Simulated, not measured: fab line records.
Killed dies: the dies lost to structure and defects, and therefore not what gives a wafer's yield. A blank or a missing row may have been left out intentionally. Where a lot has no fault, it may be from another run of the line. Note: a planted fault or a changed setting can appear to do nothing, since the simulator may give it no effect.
Matching of chambers :: flow gf180mcu :: GF_CONTACT_CMP_04 on cmp-01 has 4 sister chambers
The step polishes SiO2. 4 wafers are shown with their chamber, then 9 later ones without.

WAFERS PAIRED WITH THEIR CHAMBERS
wafer: L746.4
chamber: 0
motor_current_A (A): 11.5

wafer: L747.2
chamber: 2
motor_current_A (A): 12.2

wafer: L747.3
chamber: 3
motor_current_A (A): 12.1

wafer: L747.4
chamber: 1
motor_current_A (A): 13.5

WAFERS MISSING THEIR CHAMBER
wafer: L748.2
motor_current_A (A): 13.6

wafer: L748.3
motor_current_A (A): 12.2

wafer: L748.5
motor_current_A (A): 12.9

wafer: L749.2
motor_current_A (A): 13.2

wafer: L749.5
motor_current_A (A): 12.4

wafer: L749.6
motor_current_A (A): 11.9

wafer: L750.1
motor_current_A (A): 13.5

wafer: L750.2
motor_current_A (A): 12.1

wafer: L750.6
motor_current_A (A): 13.1

THE CHAMBER EACH PASSED THROUGH
wafer: L748.2
from the rows above: 1
in truth: 1

wafer: L748.3
from the rows above: can't be placed: 2 or 3
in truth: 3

wafer: L748.5
from the rows above: can't be placed: 1 or 2 or 3
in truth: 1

wafer: L749.2
from the rows above: 1
in truth: 1

wafer: L749.5
from the rows above: can't be placed: 2 or 3
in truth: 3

wafer: L749.6
from the rows above: can't be placed: 3 or 2 or 0
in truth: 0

wafer: L750.1
from the rows above: 1
in truth: 1

wafer: L750.2
from the rows above: can't be placed: 3 or 2
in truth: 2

wafer: L750.6
from the rows above: can't be placed: 1 or 2
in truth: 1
Correct placement for 3 of the 9. Not placeable from these rows: 6 (in 6, the candidates include the true chamber). Wrongly placed: 0.
How it was worked out, from the rows above alone: a wafer's distance from a chamber is the root of the sum, over the readings, of the square of ((its reading less the chamber's mean) divided by the reading's scatter). The wafer belongs to the nearest chamber; if the next one is less than 2 further off, it can't be placed. Each chamber's mean is taken over the wafers shown for it. The scatter (one wafer shown for each chamber): square how far every hidden wafer sits from the nearest shown wafer, average those squares and take the square root.
